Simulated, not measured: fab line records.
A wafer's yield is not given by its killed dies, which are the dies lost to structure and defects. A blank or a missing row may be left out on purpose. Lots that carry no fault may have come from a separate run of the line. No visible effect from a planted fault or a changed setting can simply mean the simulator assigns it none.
A struck lot beside a sound one -- flow sky130 -- 18 out of 708 route steps
Sound: wafers L323.1, L323.2, L323.4. Struck: wafers L339.1, L339.2. The cause is named last.
At each step with rows: each side's tool, then ch and its chambers, then its first start. Under that, the readings that differ: sound wafers -- struck wafers -- difference of the means -- sigmas: that difference in standard deviations of wafers without a fault.
alike: same words and numbers on both sides, and readings whose means sit less than 2 such deviations apart. not compared: any withheld reading, any reading some wafer has no value for, any bound like >300 that may hide the same value, and any number with overlapping values for which the record gives no deviation.
Wherever a step has rows on one side only, a row that says differs or no value, or a row with sigmas, the two part there. When numbers do not overlap yet have no deviation, they are printed without sigmas and do not part them. A reading that every wafer of one side lacks parts them only if that side has two wafers or more.

first, 4 steps without rows for these wafers: SKY_DNWELL_EXPOSE_04 (exposes mask DNM, target cd 3000 nm); SKY_DNWELL_PEB_05; SKY_DNWELL_DEVELOP_06 (develop time 60 s); SKY_DNWELL_IMPLANT_07.
SKY_DNWELL_STRIP_08: strips in O2/N2.
  sound on plasmaAsher-02 ch 0,1, day 3 09:49; struck on plasmaAsher-01 ch 0,1, day 7 01:53
  alike: drypumpMotorCurrentA, n2FlowSccm, oesProductAu, stripTimeToEndpointS
  not compared: rfHoursCounterH
SKY_DNWELL_TW_MEAS_09:
  sound on filmMetro-01, day 3 09:55; struck on filmMetro-03, day 7 01:59
  alike: DNWELL_TW
then, 6 steps without rows for these wafers: SKY_PWDE_DEHYDRATE_00 (time 60 s); SKY_PWDE_HMDS_01 (prime time 60 s); SKY_PWDE_COAT_02 (resist thk 3000 nm); SKY_PWDE_SOFTBAKE_03; SKY_PWDE_EXPOSE_04 (exposes mask PWDEM, target cd 840 nm); SKY_PWDE_PEB_05.
SKY_PWDE_DEVELOP_06: develop time 60 s.
  sound on lithoTrack-02 ch 0, day 4 02:00; struck on lithoTrack-01 ch 0, day 7 22:00
SKY_PWDE_OVL_MEAS_07:
  sound on overlay-01, day 4 02:14; struck on overlay-01, day 7 22:13
reading,sound,struck,difference,sigmas
PWDE_OVL (nm),2.1 3.7 2.5,- -,no value on the struck wafers,
then, 1 step without rows for these wafers: SKY_PWDE_IMPLANT_08.
SKY_PWDE_STRIP_09: strips in O2/N2.
  sound on plasmaAsher-04 ch 0,1, day 4 02:25; struck on plasmaAsher-04 ch 0,1, day 7 22:24
  alike: drypumpMotorCurrentA, n2FlowSccm, oesProductAu, stripTimeToEndpointS
  not compared: rfHoursCounterH
SKY_PWDE_TW_MEAS_10:
  sound on filmMetro-04, day 4 02:31; struck on filmMetro-01, day 7 22:30
reading,sound,struck,difference,sigmas
PWDE_TW,369.0 368.7 367.9,30.1 30.0,-338.5,-99 or more
then, 1 step without rows for these wafers: SKY_NWELL_DEHYDRATE_03 (time 60 s).

## WHERE THEY PART
Earliest at SKY_PWDE_OVL_MEAS_07; latest, in this record, at SKY_PWDE_TW_MEAS_10.

WHY: what had been put in by the simulator
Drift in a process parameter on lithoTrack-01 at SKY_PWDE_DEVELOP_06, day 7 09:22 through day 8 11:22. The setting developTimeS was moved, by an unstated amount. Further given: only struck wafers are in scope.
